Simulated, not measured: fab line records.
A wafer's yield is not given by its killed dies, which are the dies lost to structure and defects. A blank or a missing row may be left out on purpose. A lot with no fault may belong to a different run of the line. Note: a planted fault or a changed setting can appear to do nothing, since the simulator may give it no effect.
2 desks, one fault || flow gf180mcu || only its own numbers are on each desk; what lay behind them is given at the end

== DESK OF THE TOOL OWNER: implanter-04 ==
The tool's own readings at GF_HV_LDD_IMPLANT_36: means of the sampled wafers that have a number, for each lot that ran on this tool. The brackets show how far a lot's mean lies from the usual mean; more than 4 standard deviations puts the lot out of limits, marked OUT.
Columns: A = dose ions cm2 at GF_HV_LDD_IMPLANT_36, usual 7.502e+12; B = faraday current uA at GF_HV_LDD_IMPLANT_36, usual 42.3; C = rotation deg at GF_HV_LDD_IMPLANT_36, usual 270.00 degrees
{"lot": "L853", "first seen here": "day 16 00:35", "A": "4.939e+12 (-99 or more) OUT", "B": "27.6 (-20) OUT", "C": 269.98}
{"lot": "L854", "first seen here": "day 16 04:38", "A": "4.940e+12 (-99 or more) OUT", "B": "27.8 (-19) OUT", "C": 269.99}
{"lot": "L861", "first seen here": "day 18 19:56", "A": 7.502e+12, "B": 42.1, "C": 270.00}
This desk finds L853, L854 out of limits, L853 being first, at day 16 00:35 (dose ions cm2 at GF_HV_LDD_IMPLANT_36). L861 stayed within limits.

== THE METROLOGY DESK ==
What the gauges read for every lot (on any tool): the sampled wafers with a number, averaged. The brackets show how far a lot's mean lies from the usual mean; more than 4 standard deviations puts the lot out of limits, marked OUT.
Columns: A = cd nm at GF_HV_LDD_CD_MEAS_31, usual 399.8 nm; B = HV_LDD_02_OVL at GF_HV_LDD_OVL_MEAS_32, usual -0.3 nm; C = HV_LDD_3_TW at GF_HV_LDD_TW_MEAS_38, usual 1438; D = cd nm at GF_HV_LDD_CD_MEAS_46, usual 399.3 nm; E = HV_LDD_03_OVL at GF_HV_LDD_OVL_MEAS_47, usual -0.2 nm; F = HV_LDD_4_TW at GF_HV_LDD_TW_MEAS_50, usual 571; G = HV_LDD_RS at GF_HV_LDD_RS_MEAS_53, usual 418.7 ohm/sq
{"lot": "L840", "first seen here": "day 11 14:41", "A": 401.2, "B": -1.2, "C": 1430, "D": 400.8, "E": -0.0, "F": 578, "G": 418.5}
{"lot": "L853", "first seen here": "day 15 23:58", "A": 404.0, "B": 0.8, "C": 1397, "D": 400.3, "E": -0.8, "F": 576, "G": "425.7 (+8.7) OUT"}
{"lot": "L854", "first seen here": "day 16 04:02", "A": 398.0, "B": 1.6, "C": 1395, "D": 398.0, "E": -1.9, "F": 566, "G": "425.7 (+8.6) OUT"}
{"lot": "L858", "first seen here": "day 17 18:46", "A": 395.7, "B": -1.9, "C": 1459, "D": 395.7, "E": -0.2, "F": 566, "G": 418.6}
{"lot": "L861", "first seen here": "day 18 19:20", "A": 399.3, "B": -3.0, "C": 1437, "D": 401.1, "E": -0.5, "F": 568, "G": 418.5}
{"lot": "L863", "first seen here": "day 19 18:11", "A": 397.9, "B": -2.0, "C": 1439, "D": 398.9, "E": -1.9, "F": 577, "G": 419.7}
This desk reports L853, L854 out of limits; the earliest was L853 at day 17 00:02 (HV_LDD_RS at GF_HV_LDD_RS_MEAS_53). L840, L858, L861, L863 stayed within limits.

== ALL TOGETHER ==
The tool owner's desk could have raised an alarm at day 16 00:35, on L853, L854.
L853, L854 would have let the metrology desk raise an alarm at day 17 00:02.
On implanter-04, each named lot ran GF_HV_LDD_IMPLANT_36.

== WHAT THE SIMULATOR HAD INSERTED ==
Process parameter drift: implanter-04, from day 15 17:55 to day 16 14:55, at GF_HV_LDD_IMPLANT_36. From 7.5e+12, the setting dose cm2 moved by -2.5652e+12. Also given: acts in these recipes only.
Shown lots that were struck: L853, L854.
Delay (hours) between the fault's onset and each desk's first out-of-limits reading: 7 at the tool owner's desk, 30 at the metrology desk.
